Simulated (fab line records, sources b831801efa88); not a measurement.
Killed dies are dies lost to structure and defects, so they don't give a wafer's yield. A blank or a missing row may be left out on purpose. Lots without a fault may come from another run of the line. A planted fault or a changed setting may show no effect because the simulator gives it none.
Which tool did it? | flow sky130 | 11 lots, 33 wafers sampled, at 5 steps of a route of 708

WHAT THE GAUGES READ, wafer by wafer
SKY_VIA1_THK_MEAS_01. Usual: VIA1_HDPCVD_THK 1032 nm, standard deviation 15.
lot  | measured     | on            | VIA1_HDPCVD_THK (nm) | flag
L544 | day 32 21:13 | film_metro-01 | 1051 1030 1057       |
L545 | day 33 02:35 | film_metro-02 | 1018 1035 1039       |
L548 | day 34 12:56 | film_metro-01 | 1026 1002 1045       |
L549 | day 35 07:10 | film_metro-03 | 1023 1043 1031       |
L550 | day 35 09:35 | film_metro-03 | 1002 1017 1000       |
L554 | day 36 10:49 | film_metro-01 | 1033 1053 1039       |
L555 | day 36 18:19 | film_metro-01 | 1041 1017 1043       |
L561 | day 38 17:01 | film_metro-03 | 976 1037 974         |
L564 | day 39 00:32 | film_metro-01 | 985 1047 1032        |
L565 | day 39 18:28 | film_metro-02 | 1030 1025 1033       |
L567 | day 39 23:21 | film_metro-03 | 1025 993 1002        |

WHICH TOOL RAN EACH LOT (tool, then ch and the chambers of the sampled wafers, then the start)
lot  | SKY_CONTACT_CMP_04            | SKY_CONTACT_ETCH_16                | SKY_METAL1_STRIP_20                  | SKY_VIA1_HDPCVD_00
L544 | cmp-02 ch 0,2,3, day 30 11:53 | rie_diel-02 ch 2,3, day 31 16:19   | plasma_asher-04 ch 0,1, day 32 20:31 | hdpcvd-01 ch 0,1, day 32 21:06
L545 | cmp-02 ch 2,3, day 30 17:30   | rie_diel-04 ch 0,2,3, day 31 21:22 | plasma_asher-01 ch 1, day 33 01:49   | hdpcvd-02 ch 2, day 33 02:25
L548 | cmp-02 ch 0,1,2, day 32 02:47 | rie_diel-04 ch 0,1,2, day 33 07:16 | plasma_asher-02 ch 0,1, day 34 12:13 | hdpcvd-02 ch 0,1,2, day 34 12:49
L549 | cmp-01 ch 0,2,3, day 32 22:41 | rie_diel-04 ch 1,2,3, day 34 01:19 | plasma_asher-02 ch 0,1, day 35 06:25 | hdpcvd-01 ch 0,1, day 35 07:03
L550 | cmp-02 ch 0,2, day 33 00:34   | rie_diel-01 ch 1,2,3, day 34 04:07 | plasma_asher-04 ch 0,1, day 35 08:53 | hdpcvd-01 ch 1,2, day 35 09:28
L554 | cmp-01 ch 0,1,2, day 33 23:09 | rie_diel-01 ch 0,1,3, day 35 01:04 | plasma_asher-01 ch 0,1, day 36 10:05 | hdpcvd-02 ch 0,1,2, day 36 10:41
L555 | cmp-01 ch 0,1,2, day 34 14:01 | rie_diel-01 ch 0,1,2, day 35 17:28 | plasma_asher-04 ch 0,1, day 36 17:31 | hdpcvd-02 ch 0,2, day 36 18:12
L561 | cmp-02 ch 0,2,3, day 36 10:16 | rie_diel-01 ch 1,2,3, day 37 12:37 | plasma_asher-02 ch 0,1, day 38 16:13 | hdpcvd-02 ch 0,1,2, day 38 16:54
L564 | cmp-01 ch 0,1,2, day 36 17:53 | rie_diel-02 ch 0,1,3, day 37 20:34 | plasma_asher-02 ch 0,1, day 38 23:49 | hdpcvd-02 ch 0,1,2, day 39 00:25
L565 | cmp-01 ch 0,1,2, day 37 13:37 | rie_diel-04 ch 0,1,2, day 38 15:31 | plasma_asher-02 ch 0,1, day 39 17:44 | hdpcvd-01 ch 0,1,2, day 39 18:21
L567 | cmp-02 ch 0,2,3, day 37 18:21 | rie_diel-02 ch 0,1,3, day 38 19:46 | plasma_asher-04 ch 0,1, day 39 22:38 | hdpcvd-01 ch 0,1,2, day 39 23:14
- SKY_CONTACT_CMP_04: polishes SiO2.
- SKY_CONTACT_ETCH_16: etches BARC in N2/H2, stops on SiO2, time 45.9 s, target depth 60 nm.
- SKY_METAL1_STRIP_20: strips in O2/N2.
- SKY_VIA1_HDPCVD_00: deposits SiO2, target thk 1030 nm, time 171.7 s.

WHAT THE TOOLS THEMSELVES READ (means of the sampled wafers that have a number; where no wafer has one, the mark that the record gives instead)
SKY_CONTACT_CMP_04. Usual: motor_current_A 12.2 A, standard deviation 1; platen_rpm 60.00 rpm, standard deviation 0.037; time_to_endpoint_s 88 s, standard deviation 4.
lot  | tool   | motor_current_A (A) | platen_rpm (rpm) | time_to_endpoint_s (s) | flag
L544 | cmp-02 | 12.9                | 60.00            | 91                     |
L545 | cmp-02 | 12.3                | 60.02            | 94                     |
L548 | cmp-02 | 12.5                | 59.99            | 87                     |
L549 | cmp-01 | 12.0                | 60.02            | 85                     |
L550 | cmp-02 | 12.2                | 60.01            | 90                     |
L554 | cmp-01 | 11.5                | 60.00            | 85                     |
L555 | cmp-01 | 11.5                | 59.99            | 83                     |
L561 | cmp-02 | 12.5                | 60.00            | 89                     |
L564 | cmp-01 | 11.2                | 60.02            | 87                     |
L565 | cmp-01 | 11.9                | 60.02            | 88                     |
L567 | cmp-02 | 12.8                | 60.02            | 95                     |

SKY_CONTACT_ETCH_16. Usual: drypump_motor_current_A 6.03 A, standard deviation 0.22; oes_product_au 0.854 a.u., standard deviation 0.0047; throttle_valve_pct 13.225 %, standard deviation 0.0091.
lot  | tool        | drypump_motor_current_A (A) | oes_product_au (a.u.) | throttle_valve_pct (%) | flag
L544 | rie_diel-02 | 6.02                        | 0.851                 | 13.230                 |
L545 | rie_diel-04 | 6.00                        | 0.851                 | 13.229                 |
L548 | rie_diel-04 | 5.94                        | 0.851                 | 13.220                 |
L549 | rie_diel-04 | 6.17                        | 0.858                 | 13.229                 |
L550 | rie_diel-01 | 5.98                        | 0.859                 | 13.219                 |
L554 | rie_diel-01 | 6.15                        | 0.854                 | 13.219                 |
L555 | rie_diel-01 | 6.06                        | 0.853                 | 13.221                 |
L561 | rie_diel-01 | 5.99                        | 0.857                 | 13.229                 |
L564 | rie_diel-02 | 5.97                        | 0.850                 | 13.214                 |
L565 | rie_diel-04 | 5.93                        | 0.858                 | 13.225                 |
L567 | rie_diel-02 | 5.98                        | 0.856                 | 13.227                 |

SKY_METAL1_STRIP_20. Usual: drypump_motor_current_A 5.6 A, standard deviation 0.34; oes_product_au 0.344 a.u., standard deviation 0.0053; strip_time_to_endpoint_s 2.73 s, standard deviation 0.048.
lot  | tool            | drypump_motor_current_A (A) | oes_product_au (a.u.) | strip_time_to_endpoint_s (s) | flag
L544 | plasma_asher-04 | 5.9                         | 0.344                 | 2.69                         |
L545 | plasma_asher-01 | 5.4                         | 0.340                 | 2.70                         |
L548 | plasma_asher-02 | 5.8                         | 0.345                 | 2.76                         |
L549 | plasma_asher-02 | 5.8                         | 0.347                 | 2.74                         |
L550 | plasma_asher-04 | 5.9                         | 0.343                 | 2.72                         |
L554 | plasma_asher-01 | 5.2                         | 0.345                 | 2.75                         |
L555 | plasma_asher-04 | 5.8                         | 0.342                 | 2.76                         |
L561 | plasma_asher-02 | 5.8                         | 0.344                 | 2.76                         |
L564 | plasma_asher-02 | 5.7                         | 0.347                 | 2.68                         |
L565 | plasma_asher-02 | 5.8                         | 0.340                 | 2.74                         |
L567 | plasma_asher-04 | 5.7                         | 0.343                 | 2.72                         |

SKY_VIA1_HDPCVD_00. Usual: run_length_s 199.3 s, standard deviation 0.57.
lot  | tool      | run_length_s (s) | flag
L544 | hdpcvd-01 | 199.5            |
L545 | hdpcvd-02 | 199.7            |
L548 | hdpcvd-02 | 199.5            |
L549 | hdpcvd-01 | 199.7            |
L550 | hdpcvd-01 | 198.8            |
L554 | hdpcvd-02 | 199.4            |
L555 | hdpcvd-02 | 199.0            |
L561 | hdpcvd-02 | 192.7            | OFF
L564 | hdpcvd-02 | 196.2            | OFF
L565 | hdpcvd-01 | 199.2            |
L567 | hdpcvd-01 | 199.0            |

THE ANSWER, worked out from the rows above alone
Rule: a lot is off if the mean of its wafers that have a number lies more than 3 standard deviations from the usual mean. A lot without any number at a reading at which 4 lots or more have one is off too. The other lots that the step has rows for count as sound. The gauges are gone through in route order, then the tools' own readings, and for those a lot's mean is taken as printed above. The first step at which some lot is off is used, and at that step the reading that is off furthest; a lot without a number counts as furthest.
Off: L561, L564, at SKY_VIA1_HDPCVD_00 (run_length_s).
A tool fits if, at that step or a process step before it, it ran every lot that is off, and no sound lot after the first of them. One fits: hdpcvd-02 at SKY_VIA1_HDPCVD_00. Its last sound lot is L555 (day 36 18:12), its first lot that is off L561 (day 38 16:54): a fault that began between those two fits.
The tool's own readings at SKY_VIA1_HDPCVD_00 bear it out: on the lots that are off they differ by more than 5 times the standard deviation of the sound lots' means. run_length_s reads 194.4 s there against 199.3 s on the sound lots.

WHAT THE SIMULATOR HAD PUT IN
Process parameter drift: hdpcvd-02, from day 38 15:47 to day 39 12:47, at SKY_VIA1_HDPCVD_00. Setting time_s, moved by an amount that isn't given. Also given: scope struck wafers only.
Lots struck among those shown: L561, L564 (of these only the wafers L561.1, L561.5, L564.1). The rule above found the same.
